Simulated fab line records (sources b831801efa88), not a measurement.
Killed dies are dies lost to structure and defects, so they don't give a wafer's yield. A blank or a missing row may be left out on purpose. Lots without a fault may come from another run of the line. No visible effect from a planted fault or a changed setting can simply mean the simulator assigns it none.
fab line records || flow sfq-line || part 2 of 2: steps 22 to 29 of 29
record {"lots": 5, "wafers": 15, "last-day": 89}
route steps=325 shown C5@247 M6@251 I6@266
lots untouched by any fault: they come from a run of this same line in which no faults occurred
start-h: the number of hours between the record's first day and the start of the first shown wafer of the lot || wait-h: time in hours since the lot's previous step || " identical to the entry in the row above || L1.1+2: a single row standing in for several wafers || - no value present, or no start provided || * or withheld: withheld || < > ~ a bound
route shown NAME@n: names a module that has steps shown in the file, with the first one's number in the route || usual: the fault-free wafers' mean and standard deviation || same: alike in all rows || chamber/n: place in a boat || sites: readings site by site || _std_site: standard deviation across them || _edge_site: outer sites' mean less inner sites' || radius-mm: how far each site lies from the wafer's centre || mask NAME#n: copy n || behind: the last tool/chamber to shape the wafer || hold: what put the lot on hold/how long, in hours/how the hold closed || device: names the non-switching transistor (n, p or np) || end of line: tests run on the same wafers once the route is complete || a step given without rows: its recipe and nothing more || killed: not the wafer's yield, but the dies lost to structure and defects at the first sort || map: a wafer's dies, x killed, . not, _ none there
set.NAME: the setting as run; set.NAME@STEP: as run at that earlier step || model.NAME: the simulator's own value behind a step, which no gauge read
certain route steps with their lots: each step a table, each wafer a row
services: from which hour (start-h, from the record's first day; less than 0 if before it) a tool's chamber was out of use, for how many hours, and why
## steps
# step SFQ_TRILAYER_I6_METRO_MEASURE_167
# usual {"thk-nm": "200.0/1.2"}
{"lot.wafer": "L077.2", "tool": "film-metro-01", "chamber": "-", "start-h": 1614.67, "wait-h": 0.3, "thk-nm": 200.3}
{"lot.wafer": "L077.3", "tool": "film-metro-01", "chamber": "-", "start-h": 1614.67, "wait-h": 0.3, "thk-nm": 201.0}
{"lot.wafer": "L077.4", "tool": "film-metro-01", "chamber": "-", "start-h": 1614.67, "wait-h": 0.3, "thk-nm": 200.1}
{"lot.wafer": "L078.1", "tool": "film-metro-02", "chamber": "-", "start-h": 1617.47, "wait-h": 0.1, "thk-nm": 200.0}
{"lot.wafer": "L078.2", "tool": "film-metro-02", "chamber": "-", "start-h": 1617.47, "wait-h": 0.1, "thk-nm": 199.8}
{"lot.wafer": "L078.5", "tool": "film-metro-02", "chamber": "-", "start-h": 1617.47, "wait-h": 0.1, "thk-nm": 201.3}
{"lot.wafer": "L083.1", "tool": "film-metro-01", "chamber": "-", "start-h": 1689.99, "wait-h": 0.1, "thk-nm": 199.4}
{"lot.wafer": "L083.3", "tool": "film-metro-01", "chamber": "-", "start-h": 1689.99, "wait-h": 0.1, "thk-nm": 202.5}
{"lot.wafer": "L083.6", "tool": "film-metro-01", "chamber": "-", "start-h": 1689.99, "wait-h": 0.1, "thk-nm": 201.8}
{"lot.wafer": "L094.3", "tool": "film-metro-04", "chamber": "-", "start-h": 1902.95, "wait-h": 0.5, "thk-nm": 198.5}
{"lot.wafer": "L094.4", "tool": "film-metro-04", "chamber": "-", "start-h": 1902.95, "wait-h": 0.5, "thk-nm": 197.6}
{"lot.wafer": "L094.6", "tool": "film-metro-04", "chamber": "-", "start-h": 1902.95, "wait-h": 0.5, "thk-nm": 197.8}
{"lot.wafer": "L097.1", "tool": "film-metro-04", "chamber": "-", "start-h": 1916.97, "wait-h": 0.1, "thk-nm": 197.8}
{"lot.wafer": "L097.3", "tool": "film-metro-04", "chamber": "-", "start-h": 1916.97, "wait-h": 0.1, "thk-nm": 197.7}
{"lot.wafer": "L097.6", "tool": "film-metro-04", "chamber": "-", "start-h": 1916.97, "wait-h": 0.1, "thk-nm": 199.6}
# step SFQ_TRILAYER_I6_VIA_LITHO_COAT_174
# recipe {"resist": "BARC", "spin-rpm": 3000, "resist-thk-nm": 62}
# usual {"chill-plate-temp-C": "23.01/0.11", "exhaust-pa": "44.7/0.84", "resist-line-temp-C": "22.98/0.088"}
{"lot.wafer": "L077.2", "tool": "litho-track-02", "chamber": 0, "start-h": 1615.72, "wait-h": 0.8, "chill-plate-temp-C": 23.06, "exhaust-pa": 45.7, "resist-line-temp-C": 22.89}
{"lot.wafer": "L077.3", "tool": "litho-track-02", "chamber": 0, "start-h": 1615.72, "wait-h": 0.8, "chill-plate-temp-C": 22.95, "exhaust-pa": 44.5, "resist-line-temp-C": 23.02}
{"lot.wafer": "L077.4", "tool": "litho-track-02", "chamber": 0, "start-h": 1615.72, "wait-h": 0.8, "chill-plate-temp-C": 23.02, "exhaust-pa": 45.3, "resist-line-temp-C": 22.99}
{"lot.wafer": "L078.1", "tool": "litho-track-01", "chamber": 0, "start-h": 1618.67, "wait-h": 1.0, "chill-plate-temp-C": 23.06, "exhaust-pa": 44.7, "resist-line-temp-C": 23.00}
{"lot.wafer": "L078.2", "tool": "litho-track-01", "chamber": 0, "start-h": 1618.67, "wait-h": 1.0, "chill-plate-temp-C": 23.09, "exhaust-pa": 45.3, "resist-line-temp-C": 23.02}
{"lot.wafer": "L078.5", "tool": "litho-track-01", "chamber": 0, "start-h": 1618.67, "wait-h": 1.0, "chill-plate-temp-C": 22.97, "exhaust-pa": 44.6, "resist-line-temp-C": 22.95}
{"lot.wafer": "L083.1", "tool": "litho-track-01", "chamber": 0, "start-h": 1691.19, "wait-h": 1.0, "chill-plate-temp-C": 22.93, "exhaust-pa": 45.1, "resist-line-temp-C": 22.98}
{"lot.wafer": "L083.3", "tool": "litho-track-01", "chamber": 0, "start-h": 1691.19, "wait-h": 1.0, "chill-plate-temp-C": 23.08, "exhaust-pa": 44.0, "resist-line-temp-C": 22.97}
{"lot.wafer": "L083.6", "tool": "litho-track-01", "chamber": 0, "start-h": 1691.19, "wait-h": 1.0, "chill-plate-temp-C": 22.98, "exhaust-pa": 45.4, "resist-line-temp-C": 22.95}
{"lot.wafer": "L094.3", "tool": "litho-track-04", "chamber": 0, "start-h": 1903.85, "wait-h": 0.7, "chill-plate-temp-C": 23.10, "exhaust-pa": 44.8, "resist-line-temp-C": 22.85}
{"lot.wafer": "L094.4", "tool": "litho-track-04", "chamber": 0, "start-h": 1903.85, "wait-h": 0.7, "chill-plate-temp-C": 23.00, "exhaust-pa": 44.8, "resist-line-temp-C": 23.17}
{"lot.wafer": "L094.6", "tool": "litho-track-04", "chamber": 0, "start-h": 1903.85, "wait-h": 0.7, "chill-plate-temp-C": 22.97, "exhaust-pa": 45.1, "resist-line-temp-C": 22.94}
{"lot.wafer": "L097.1", "tool": "litho-track-04", "chamber": 0, "start-h": 1918.17, "wait-h": 1.0, "chill-plate-temp-C": 23.13, "exhaust-pa": 45.1, "resist-line-temp-C": 23.19}
{"lot.wafer": "L097.3", "tool": "litho-track-04", "chamber": 0, "start-h": 1918.17, "wait-h": 1.0, "chill-plate-temp-C": 23.17, "exhaust-pa": 43.8, "resist-line-temp-C": 22.91}
{"lot.wafer": "L097.6", "tool": "litho-track-04", "chamber": 0, "start-h": 1918.17, "wait-h": 1.0, "chill-plate-temp-C": 23.03, "exhaust-pa": 44.3, "resist-line-temp-C": 22.99}
# step SFQ_TRILAYER_I6_VIA_LITHO_COAT_169
# recipe {"resist": "KrF", "spin-rpm": 3000, "resist-thk-nm": 650}
# usual {"chill-plate-temp-C": "22.99/0.11", "exhaust-pa": "44.9/0.8", "resist-line-temp-C": "23.02/0.11"}
{"lot.wafer": "L077.2", "tool": "litho-track-02", "chamber": 0, "start-h": 1616.02, "wait-h": 0.2, "chill-plate-temp-C": 22.93, "exhaust-pa": 45.0, "resist-line-temp-C": 23.18}
{"lot.wafer": "L077.3", "tool": "litho-track-02", "chamber": 0, "start-h": 1616.02, "wait-h": 0.2, "chill-plate-temp-C": 23.06, "exhaust-pa": 45.8, "resist-line-temp-C": 23.14}
{"lot.wafer": "L077.4", "tool": "litho-track-02", "chamber": 0, "start-h": 1616.02, "wait-h": 0.2, "chill-plate-temp-C": 23.08, "exhaust-pa": 44.2, "resist-line-temp-C": 23.14}
{"lot.wafer": "L078.1", "tool": "litho-track-01", "chamber": 0, "start-h": 1618.97, "wait-h": 0.2, "chill-plate-temp-C": 23.01, "exhaust-pa": 46.6, "resist-line-temp-C": 22.87}
{"lot.wafer": "L078.2", "tool": "litho-track-01", "chamber": 0, "start-h": 1618.97, "wait-h": 0.2, "chill-plate-temp-C": 23.04, "exhaust-pa": 45.6, "resist-line-temp-C": 22.83}
{"lot.wafer": "L078.5", "tool": "litho-track-01", "chamber": 0, "start-h": 1618.97, "wait-h": 0.2, "chill-plate-temp-C": 22.87, "exhaust-pa": 44.9, "resist-line-temp-C": 22.88}
{"lot.wafer": "L083.1", "tool": "litho-track-01", "chamber": 0, "start-h": 1691.49, "wait-h": 0.2, "chill-plate-temp-C": 22.88, "exhaust-pa": 44.9, "resist-line-temp-C": 22.91}
{"lot.wafer": "L083.3", "tool": "litho-track-01", "chamber": 0, "start-h": 1691.49, "wait-h": 0.2, "chill-plate-temp-C": 22.98, "exhaust-pa": 43.9, "resist-line-temp-C": 22.98}
{"lot.wafer": "L083.6", "tool": "litho-track-01", "chamber": 0, "start-h": 1691.49, "wait-h": 0.2, "chill-plate-temp-C": 23.17, "exhaust-pa": 44.8, "resist-line-temp-C": 22.90}
{"lot.wafer": "L094.3", "tool": "litho-track-04", "chamber": 0, "start-h": 1904.15, "wait-h": 0.2, "chill-plate-temp-C": 23.06, "exhaust-pa": 44.7, "resist-line-temp-C": 22.91}
{"lot.wafer": "L094.4", "tool": "litho-track-04", "chamber": 0, "start-h": 1904.15, "wait-h": 0.2, "chill-plate-temp-C": 23.12, "exhaust-pa": 45.8, "resist-line-temp-C": 22.96}
{"lot.wafer": "L094.6", "tool": "litho-track-04", "chamber": 0, "start-h": 1904.15, "wait-h": 0.2, "chill-plate-temp-C": 22.94, "exhaust-pa": 46.3, "resist-line-temp-C": 23.02}
{"lot.wafer": "L097.1", "tool": "litho-track-04", "chamber": 0, "start-h": 1918.47, "wait-h": 0.2, "chill-plate-temp-C": 23.14, "exhaust-pa": 43.6, "resist-line-temp-C": 23.00}
{"lot.wafer": "L097.3", "tool": "litho-track-04", "chamber": 0, "start-h": 1918.47, "wait-h": 0.2, "chill-plate-temp-C": 23.03, "exhaust-pa": 44.2, "resist-line-temp-C": 23.08}
{"lot.wafer": "L097.6", "tool": "litho-track-04", "chamber": 0, "start-h": 1918.47, "wait-h": 0.2, "chill-plate-temp-C": 23.02, "exhaust-pa": 44.9, "resist-line-temp-C": 23.01}
# step SFQ_TRILAYER_I6_VIA_LITHO_SOFTBAKE_173
# recipe {"temp-c": "withheld", "time-s": "withheld", "resist": "KrF"}
# usual {"chill-plate-temp-C": "*", "exhaust-pa": "45.1/0.87", "resist-line-temp-C": "*"}
{"lot.wafer": "L077.2", "tool": "litho-track-02", "chamber": 0, "start-h": 1616.30, "wait-h": 0.2, "chill-plate-temp-C": "*", "exhaust-pa": 45.4, "resist-line-temp-C": "*"}
{"lot.wafer": "L077.3", "tool": "litho-track-02", "chamber": 0, "start-h": 1616.30, "wait-h": 0.2, "chill-plate-temp-C": "*", "exhaust-pa": 43.9, "resist-line-temp-C": "*"}
{"lot.wafer": "L077.4", "tool": "litho-track-02", "chamber": 0, "start-h": 1616.30, "wait-h": 0.2, "chill-plate-temp-C": "*", "exhaust-pa": 44.7, "resist-line-temp-C": "*"}
{"lot.wafer": "L078.1", "tool": "litho-track-01", "chamber": 0, "start-h": 1619.27, "wait-h": 0.2, "chill-plate-temp-C": "*", "exhaust-pa": 44.5, "resist-line-temp-C": "*"}
{"lot.wafer": "L078.2", "tool": "litho-track-01", "chamber": 0, "start-h": 1619.27, "wait-h": 0.2, "chill-plate-temp-C": "*", "exhaust-pa": 43.8, "resist-line-temp-C": "*"}
{"lot.wafer": "L078.5", "tool": "litho-track-01", "chamber": 0, "start-h": 1619.27, "wait-h": 0.2, "chill-plate-temp-C": "*", "exhaust-pa": 44.6, "resist-line-temp-C": "*"}
{"lot.wafer": "L083.1", "tool": "litho-track-01", "chamber": 0, "start-h": 1691.79, "wait-h": 0.2, "chill-plate-temp-C": "*", "exhaust-pa": 46.8, "resist-line-temp-C": "*"}
{"lot.wafer": "L083.3", "tool": "litho-track-01", "chamber": 0, "start-h": 1691.79, "wait-h": 0.2, "chill-plate-temp-C": "*", "exhaust-pa": 46.3, "resist-line-temp-C": "*"}
{"lot.wafer": "L083.6", "tool": "litho-track-01", "chamber": 0, "start-h": 1691.79, "wait-h": 0.2, "chill-plate-temp-C": "*", "exhaust-pa": 45.0, "resist-line-temp-C": "*"}
{"lot.wafer": "L094.3", "tool": "litho-track-04", "chamber": 0, "start-h": 1904.40, "wait-h": 0.2, "chill-plate-temp-C": "*", "exhaust-pa": 45.0, "resist-line-temp-C": "*"}
{"lot.wafer": "L094.4", "tool": "litho-track-04", "chamber": 0, "start-h": 1904.40, "wait-h": 0.2, "chill-plate-temp-C": "*", "exhaust-pa": 44.2, "resist-line-temp-C": "*"}
{"lot.wafer": "L094.6", "tool": "litho-track-04", "chamber": 0, "start-h": 1904.40, "wait-h": 0.2, "chill-plate-temp-C": "*", "exhaust-pa": 45.2, "resist-line-temp-C": "*"}
{"lot.wafer": "L097.1", "tool": "litho-track-04", "chamber": 0, "start-h": 1918.77, "wait-h": 0.2, "chill-plate-temp-C": "*", "exhaust-pa": 44.2, "resist-line-temp-C": "*"}
{"lot.wafer": "L097.3", "tool": "litho-track-04", "chamber": 0, "start-h": 1918.77, "wait-h": 0.2, "chill-plate-temp-C": "*", "exhaust-pa": 45.3, "resist-line-temp-C": "*"}
{"lot.wafer": "L097.6", "tool": "litho-track-04", "chamber": 0, "start-h": 1918.77, "wait-h": 0.2, "chill-plate-temp-C": "*", "exhaust-pa": 43.9, "resist-line-temp-C": "*"}
# step SFQ_TRILAYER_I6_VIA_LITHO_EXPOSE_170
# recipe {"mask-id": "I6", "na": 0.6, "source-shape": "conventional", "sigma-outer": 0.65, "target-cd-nm": 700, "dose-mj": 21.3}
# usual {"focus-offset-nm": "0.0/0.55"}
{"lot.wafer": "L077.2", "tool": "krf-scanner-01", "chamber": 0, "start-h": 1620.34, "wait-h": "-", "mask": "I6#0", "focus-offset-nm": 0.5}
{"lot.wafer": "L077.3", "tool": "krf-scanner-01", "chamber": 0, "start-h": 1620.34, "wait-h": "-", "mask": "I6#0", "focus-offset-nm": 0.5}
{"lot.wafer": "L077.4", "tool": "krf-scanner-01", "chamber": 0, "start-h": 1620.34, "wait-h": "-", "mask": "I6#0", "focus-offset-nm": 0.7}
{"lot.wafer": "L078.1", "tool": "krf-scanner-01", "chamber": 0, "start-h": 1624.90, "wait-h": "-", "mask": "I6#0", "focus-offset-nm": -0.7}
{"lot.wafer": "L078.2", "tool": "krf-scanner-01", "chamber": 0, "start-h": 1624.90, "wait-h": "-", "mask": "I6#0", "focus-offset-nm": -0.6}
{"lot.wafer": "L078.5", "tool": "krf-scanner-01", "chamber": 0, "start-h": 1624.90, "wait-h": "-", "mask": "I6#0", "focus-offset-nm": -0.3}
{"lot.wafer": "L083.1", "tool": "krf-scanner-01", "chamber": 0, "start-h": 1807.45, "wait-h": "-", "mask": "I6#0", "focus-offset-nm": -0.3}
{"lot.wafer": "L083.3", "tool": "krf-scanner-01", "chamber": 0, "start-h": 1807.45, "wait-h": "-", "mask": "I6#0", "focus-offset-nm": 0.1}
{"lot.wafer": "L083.6", "tool": "krf-scanner-01", "chamber": 0, "start-h": 1807.45, "wait-h": "-", "mask": "I6#0", "focus-offset-nm": 0.2}
{"lot.wafer": "L094.3", "tool": "krf-scanner-02", "chamber": 0, "start-h": 2007.25, "wait-h": "-", "mask": "I6#0", "focus-offset-nm": 0.8}
{"lot.wafer": "L094.4", "tool": "krf-scanner-02", "chamber": 0, "start-h": 2007.25, "wait-h": "-", "mask": "I6#0", "focus-offset-nm": 0.9}
{"lot.wafer": "L094.6", "tool": "krf-scanner-02", "chamber": 0, "start-h": 2007.25, "wait-h": "-", "mask": "I6#0", "focus-offset-nm": 0.4}
{"lot.wafer": "L097.1", "tool": "krf-scanner-01", "chamber": 0, "start-h": 2017.15, "wait-h": "-", "mask": "I6#0", "focus-offset-nm": -0.3}
{"lot.wafer": "L097.3", "tool": "krf-scanner-01", "chamber": 0, "start-h": 2017.15, "wait-h": "-", "mask": "I6#0", "focus-offset-nm": 0.0}
{"lot.wafer": "L097.6", "tool": "krf-scanner-01", "chamber": 0, "start-h": 2017.15, "wait-h": "-", "mask": "I6#0", "focus-offset-nm": -0.2}
# step SFQ_TRILAYER_I6_VIA_LITHO_PEB_172
# recipe {"peb-temp-c": 115, "peb-time-s": 60, "resist": "KrF"}
# usual {"chill-plate-temp-C": "23.02/0.11", "exhaust-pa": "45.0/0.95", "resist-line-temp-C": "23.01/0.11"}
{"lot.wafer": "L077.2", "tool": "litho-track-02", "chamber": 0, "start-h": 1621.36, "wait-h": 0.8, "chill-plate-temp-C": 23.10, "exhaust-pa": 46.2, "resist-line-temp-C": 23.17}
{"lot.wafer": "L077.3", "tool": "litho-track-02", "chamber": 0, "start-h": 1621.36, "wait-h": 0.8, "chill-plate-temp-C": 23.03, "exhaust-pa": 44.8, "resist-line-temp-C": 23.02}
{"lot.wafer": "L077.4", "tool": "litho-track-02", "chamber": 0, "start-h": 1621.36, "wait-h": 0.8, "chill-plate-temp-C": 22.96, "exhaust-pa": 45.0, "resist-line-temp-C": 22.98}
{"lot.wafer": "L078.1", "tool": "litho-track-04", "chamber": 0, "start-h": 1626.10, "wait-h": 1.0, "chill-plate-temp-C": 22.96, "exhaust-pa": 45.4, "resist-line-temp-C": 23.06}
{"lot.wafer": "L078.2", "tool": "litho-track-04", "chamber": 0, "start-h": 1626.10, "wait-h": 1.0, "chill-plate-temp-C": 23.01, "exhaust-pa": 46.6, "resist-line-temp-C": 23.06}
{"lot.wafer": "L078.5", "tool": "litho-track-04", "chamber": 0, "start-h": 1626.10, "wait-h": 1.0, "chill-plate-temp-C": 22.95, "exhaust-pa": 45.5, "resist-line-temp-C": 23.06}
{"lot.wafer": "L083.1", "tool": "litho-track-02", "chamber": 0, "start-h": 1808.65, "wait-h": 1.0, "chill-plate-temp-C": 23.06, "exhaust-pa": 44.4, "resist-line-temp-C": 22.90}
{"lot.wafer": "L083.3", "tool": "litho-track-02", "chamber": 0, "start-h": 1808.65, "wait-h": 1.0, "chill-plate-temp-C": 22.96, "exhaust-pa": 44.9, "resist-line-temp-C": 22.83}
{"lot.wafer": "L083.6", "tool": "litho-track-02", "chamber": 0, "start-h": 1808.65, "wait-h": 1.0, "chill-plate-temp-C": 22.91, "exhaust-pa": 43.8, "resist-line-temp-C": 23.06}
{"lot.wafer": "L094.3", "tool": "litho-track-04", "chamber": 0, "start-h": 2008.10, "wait-h": 0.7, "chill-plate-temp-C": 22.94, "exhaust-pa": 46.4, "resist-line-temp-C": 23.33}
{"lot.wafer": "L094.4", "tool": "litho-track-04", "chamber": 0, "start-h": 2008.10, "wait-h": 0.7, "chill-plate-temp-C": 23.17, "exhaust-pa": 45.5, "resist-line-temp-C": 23.03}
{"lot.wafer": "L094.6", "tool": "litho-track-04", "chamber": 0, "start-h": 2008.10, "wait-h": 0.7, "chill-plate-temp-C": 23.10, "exhaust-pa": 45.4, "resist-line-temp-C": 23.05}
{"lot.wafer": "L097.1", "tool": "litho-track-04", "chamber": 0, "start-h": 2018.35, "wait-h": 1.0, "chill-plate-temp-C": 22.76, "exhaust-pa": 45.6, "resist-line-temp-C": 22.83}
{"lot.wafer": "L097.3", "tool": "litho-track-04", "chamber": 0, "start-h": 2018.35, "wait-h": 1.0, "chill-plate-temp-C": 22.94, "exhaust-pa": 45.2, "resist-line-temp-C": 22.92}
{"lot.wafer": "L097.6", "tool": "litho-track-04", "chamber": 0, "start-h": 2018.35, "wait-h": 1.0, "chill-plate-temp-C": 22.85, "exhaust-pa": 45.5, "resist-line-temp-C": 23.05}
# step SFQ_TRILAYER_I6_VIA_LITHO_DEVELOP_171
# recipe {"time-s": 60, "resist": "KrF"}
# usual {"chill-plate-temp-C": "23.03/0.088", "exhaust-pa": "45.0/0.95", "resist-line-temp-C": "23.00/0.11"}
# same {"time-s": 60}
{"lot.wafer": "L077.2", "tool": "litho-track-02", "chamber": 0, "start-h": 1621.51, "wait-h": 0.1, "chill-plate-temp-C": 22.91, "exhaust-pa": 44.1, "resist-line-temp-C": 22.92}
{"lot.wafer": "L077.3", "tool": "litho-track-02", "chamber": 0, "start-h": 1621.51, "wait-h": 0.1, "chill-plate-temp-C": 23.10, "exhaust-pa": 45.5, "resist-line-temp-C": 22.99}
{"lot.wafer": "L077.4", "tool": "litho-track-02", "chamber": 0, "start-h": 1621.51, "wait-h": 0.1, "chill-plate-temp-C": 23.08, "exhaust-pa": 44.5, "resist-line-temp-C": 22.86}
{"lot.wafer": "L078.1", "tool": "litho-track-04", "chamber": 0, "start-h": 1626.25, "wait-h": 0.1, "chill-plate-temp-C": 23.02, "exhaust-pa": 43.3, "resist-line-temp-C": 22.82}
{"lot.wafer": "L078.2", "tool": "litho-track-04", "chamber": 0, "start-h": 1626.25, "wait-h": 0.1, "chill-plate-temp-C": 22.88, "exhaust-pa": 45.1, "resist-line-temp-C": 23.12}
{"lot.wafer": "L078.5", "tool": "litho-track-04", "chamber": 0, "start-h": 1626.25, "wait-h": 0.1, "chill-plate-temp-C": 23.10, "exhaust-pa": 43.6, "resist-line-temp-C": 23.04}
{"lot.wafer": "L083.1", "tool": "litho-track-02", "chamber": 0, "start-h": 1808.80, "wait-h": 0.1, "chill-plate-temp-C": 22.96, "exhaust-pa": 45.3, "resist-line-temp-C": 22.80}
{"lot.wafer": "L083.3", "tool": "litho-track-02", "chamber": 0, "start-h": 1808.80, "wait-h": 0.1, "chill-plate-temp-C": 23.12, "exhaust-pa": 45.1, "resist-line-temp-C": 22.90}
{"lot.wafer": "L083.6", "tool": "litho-track-02", "chamber": 0, "start-h": 1808.80, "wait-h": 0.1, "chill-plate-temp-C": 22.97, "exhaust-pa": 44.5, "resist-line-temp-C": 22.86}
{"lot.wafer": "L094.3", "tool": "litho-track-04", "chamber": 0, "start-h": 2008.25, "wait-h": 0.1, "chill-plate-temp-C": 22.78, "exhaust-pa": 45.3, "resist-line-temp-C": 23.26}
{"lot.wafer": "L094.4", "tool": "litho-track-04", "chamber": 0, "start-h": 2008.25, "wait-h": 0.1, "chill-plate-temp-C": 23.04, "exhaust-pa": 44.6, "resist-line-temp-C": 23.14}
{"lot.wafer": "L094.6", "tool": "litho-track-04", "chamber": 0, "start-h": 2008.25, "wait-h": 0.1, "chill-plate-temp-C": 22.97, "exhaust-pa": 44.4, "resist-line-temp-C": 23.06}
{"lot.wafer": "L097.1", "tool": "litho-track-04", "chamber": 0, "start-h": 2018.50, "wait-h": 0.1, "chill-plate-temp-C": 23.03, "exhaust-pa": 45.5, "resist-line-temp-C": 23.06}
{"lot.wafer": "L097.3", "tool": "litho-track-04", "chamber": 0, "start-h": 2018.50, "wait-h": 0.1, "chill-plate-temp-C": 22.96, "exhaust-pa": 45.4, "resist-line-temp-C": 23.11}
{"lot.wafer": "L097.6", "tool": "litho-track-04", "chamber": 0, "start-h": 2018.50, "wait-h": 0.1, "chill-plate-temp-C": 22.97, "exhaust-pa": 45.9, "resist-line-temp-C": 22.99}
# step SFQ_I6_OVL_MEAS_942
# usual {"I6_OVL": "-1/5.6"}
{"lot.wafer": "L077.2", "tool": "overlay-01", "chamber": "-", "start-h": 1621.65, "wait-h": 0.1, "I6_OVL[nm]": -3}
{"lot.wafer": "L077.3", "tool": "overlay-01", "chamber": "-", "start-h": 1621.65, "wait-h": 0.1, "I6_OVL[nm]": 1}
{"lot.wafer": "L077.4", "tool": "overlay-01", "chamber": "-", "start-h": 1621.65, "wait-h": 0.1, "I6_OVL[nm]": -4}
{"lot.wafer": "L078.1", "tool": "overlay-01", "chamber": "-", "start-h": 1626.40, "wait-h": 0.1, "I6_OVL[nm]": 0}
{"lot.wafer": "L078.2", "tool": "overlay-01", "chamber": "-", "start-h": 1626.40, "wait-h": 0.1, "I6_OVL[nm]": -5}
{"lot.wafer": "L078.5", "tool": "overlay-01", "chamber": "-", "start-h": 1626.40, "wait-h": 0.1, "I6_OVL[nm]": 2}
{"lot.wafer": "L083.1", "tool": "overlay-02", "chamber": "-", "start-h": 1808.95, "wait-h": 0.1, "I6_OVL[nm]": 3}
{"lot.wafer": "L083.3", "tool": "overlay-02", "chamber": "-", "start-h": 1808.95, "wait-h": 0.1, "I6_OVL[nm]": 0}
{"lot.wafer": "L083.6", "tool": "overlay-02", "chamber": "-", "start-h": 1808.95, "wait-h": 0.1, "I6_OVL[nm]": 1}
{"lot.wafer": "L094.3", "tool": "overlay-02", "chamber": "-", "start-h": 2008.36, "wait-h": 0.1, "I6_OVL[nm]": -6}
{"lot.wafer": "L094.4", "tool": "overlay-02", "chamber": "-", "start-h": 2008.36, "wait-h": 0.1, "I6_OVL[nm]": -5}
{"lot.wafer": "L094.6", "tool": "overlay-02", "chamber": "-", "start-h": 2008.36, "wait-h": 0.1, "I6_OVL[nm]": -3}
{"lot.wafer": "L097.1", "tool": "overlay-01", "chamber": "-", "start-h": 2018.65, "wait-h": 0.1, "I6_OVL[nm]": 2}
{"lot.wafer": "L097.3", "tool": "overlay-01", "chamber": "-", "start-h": 2018.65, "wait-h": 0.1, "I6_OVL[nm]": 1}
{"lot.wafer": "L097.6", "tool": "overlay-01", "chamber": "-", "start-h": 2018.65, "wait-h": 0.1, "I6_OVL[nm]": -2}
## services
{"tool": "rie-metal-01", "chamber": 1, "start-h": 1464.32, "hours": 3.7, "kind": "repair"}
{"tool": "rie-metal-02", "chamber": 0, "start-h": 1476.11, "hours": 10.8, "kind": "repair"}
{"tool": "krf-scanner-01", "chamber": "-", "start-h": 1492.47, "hours": 1.0, "kind": "pm"}
{"tool": "krf-scanner-01", "chamber": "-", "start-h": 1521.73, "hours": 1.3, "kind": "pm"}
{"tool": "krf-scanner-01", "chamber": "-", "start-h": 1523.44, "hours": 1.8, "kind": "repair"}
{"tool": "krf-scanner-01", "chamber": "-", "start-h": 1525.83, "hours": 7.5, "kind": "repair"}
{"tool": "krf-scanner-01", "chamber": "-", "start-h": 1546.57, "hours": 0.8, "kind": "pm"}
{"tool": "krf-scanner-01", "chamber": "-", "start-h": 1552.13, "hours": 0.4, "kind": "repair"}
{"tool": "rie-metal-02", "chamber": "-", "start-h": 1576.83, "hours": 2.8, "kind": "pm"}
{"tool": "pvd-sputter-06", "chamber": "-", "start-h": 1613.97, "hours": 1.3, "kind": "repair"}
{"tool": "krf-scanner-01", "chamber": "-", "start-h": 1661.81, "hours": 1.0, "kind": "pm"}
{"tool": "krf-scanner-01", "chamber": "-", "start-h": 1704.06, "hours": 1.3, "kind": "pm"}
{"tool": "rie-metal-01", "chamber": "-", "start-h": 1709.91, "hours": 10.0, "kind": "pm"}
{"tool": "krf-scanner-01", "chamber": "-", "start-h": 1715.26, "hours": 0.8, "kind": "pm"}
{"tool": "pvd-sputter-06", "chamber": "-", "start-h": 1747.51, "hours": 5.8, "kind": "repair"}
{"tool": "krf-scanner-01", "chamber": "-", "start-h": 1834.33, "hours": 1.0, "kind": "pm"}
{"tool": "rie-metal-01", "chamber": "-", "start-h": 1854.36, "hours": 0.3, "kind": "repair"}
{"tool": "krf-scanner-01", "chamber": "-", "start-h": 1855.63, "hours": 0.8, "kind": "pm"}
{"tool": "krf-scanner-01", "chamber": "-", "start-h": 1862.20, "hours": 1.2, "kind": "repair"}
{"tool": "krf-scanner-01", "chamber": "-", "start-h": 1876.85, "hours": 1.3, "kind": "pm"}
{"tool": "krf-scanner-01", "chamber": "-", "start-h": 1884.06, "hours": 0.8, "kind": "pm"}
{"tool": "rie-metal-01", "chamber": "-", "start-h": 1917.26, "hours": 1.4, "kind": "pm"}
{"tool": "krf-scanner-01", "chamber": "-", "start-h": 1999.42, "hours": 1.0, "kind": "pm"}
{"tool": "krf-scanner-01", "chamber": "-", "start-h": 2004.29, "hours": 2.2, "kind": "repair"}
